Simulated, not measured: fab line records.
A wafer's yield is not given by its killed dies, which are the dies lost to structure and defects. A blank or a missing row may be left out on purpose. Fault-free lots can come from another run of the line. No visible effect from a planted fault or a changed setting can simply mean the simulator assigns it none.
Struck lot and sound lot, side by side :: flow gf180mcu :: 15 steps out of a route of 602
Sound: these wafers, L217.4, L217.5, L217.6. Wafers L227.1, L227.2, L227.5 were the ones struck. The cause is given at the end.
For every step that has rows: the tool of each side, followed by ch and its chambers, followed by its first start. Under that, the readings that differ: sound wafers :: struck wafers :: difference of the means :: sigmas: that difference in standard deviations of wafers without a fault.
alike: readings whose means differ by less than 2 such deviations, and words and numbers that are the same on both sides. not compared: withheld readings, readings that some wafer has no value for, bounds like >300 that may hide the same value, and numbers for which the record gives no deviation and whose values overlap.
Wherever a step has rows on one side only, a row that says differs or no value, or a row with sigmas, the two part there. Numbers that don't overlap but have no deviation are shown without sigmas and don't part them. A reading missing from all wafers of one side parts the sides only when that side holds two or more wafers.

GF_TOP_METAL_SPUTTER_04: material TiN, target thk 25 nm, time 20.8 s.
  sound on pvd sputter-01, day 29 17:32; struck on pvd sputter-02, day 32 06:59
  alike: cathode dc power W, throttle valve pct
GF_TOP_METAL_RS_MEAS_05: uses a four-point probe to measure.
  sound on film metro-04, day 29 17:38; struck on film metro-04, day 32 07:01
  alike: TOP_METAL_ALCU_RS
GF_TOP_METAL_THK_MEAS_06: measures by xrf.
  sound on film metro-04, day 29 17:43; struck on film metro-04, day 32 07:08
  alike: TOP_METAL_ALCU_THK
then, 7 steps without rows for these wafers: GF_TOP_METAL_DEHYDRATE_07 (time 60 s); GF_TOP_METAL_HMDS_08 (prime time 60 s); GF_TOP_METAL_COAT_09 (resist thk 1500 nm); GF_TOP_METAL_SOFTBAKE_10 (time 60 s); GF_TOP_METAL_EXPOSE_11 (exposes mask MetalTop, target cd 440 nm); GF_TOP_METAL_PEB_12; GF_TOP_METAL_DEVELOP_13 (develop time 60 s).
GF_TOP_METAL_CD_MEAS_14 targets a cd of 440 nm.
  sound on cd sem-02, day 30 12:25; struck on cd sem-02, day 32 23:26
  alike: cd nm
GF_TOP_METAL_OVL_MEAS_15:
  sound on overlay-01, day 30 12:30; struck on overlay-02, day 32 23:34
  alike: TOP_METAL_OVL
GF_TOP_METAL_METAL_ETCH_16: etches the open film in Cl2/BCl3, stops on SiO2, target depth 1077.5 nm, time 179.6 s.
  sound on rie metal-04 ch 0,1, day 30 12:34; struck on rie metal-03 ch 0,1, day 32 23:35
  no value came back on the struck wafers for any of 5 readings (bcl3 flow sccm (sccm), bias w (W) and others); on the sound wafers bcl3 flow sccm (sccm) reads 40.02 40.02 40.16
reading: model.NOVOLAK_of_TOP_METAL_COAT_09.thk nm (nm)
sound: 1084 1078 1084
struck: 1496 1497 1494
difference: +414
sigmas: 
  not compared: rf hours counter h
GF_TOP_METAL_STRIP_17: strips in O2/N2.
  sound on plasma asher-01 ch 0,1, day 30 12:43; struck on plasma asher-01 ch 0,1, day 32 23:46
reading: strip time to endpoint s (s)
sound: 13.61 13.54 13.60
struck: 18.18 18.19 18.16
difference: +4.59
sigmas: +57
  alike: drypump motor current A, heater power w, n2 flow sccm, oes product au
  not compared: rf hours counter h
then, 1 step without rows for these wafers: GF_TOP_METAL_STRIP_18 (strips in post etch residue remover, time 1200 s).

== WHERE THEY PART ==
At GF_TOP_METAL_METAL_ETCH_16 first; at GF_TOP_METAL_STRIP_17 last (within this record only).

WHY: whatever the simulator had introduced
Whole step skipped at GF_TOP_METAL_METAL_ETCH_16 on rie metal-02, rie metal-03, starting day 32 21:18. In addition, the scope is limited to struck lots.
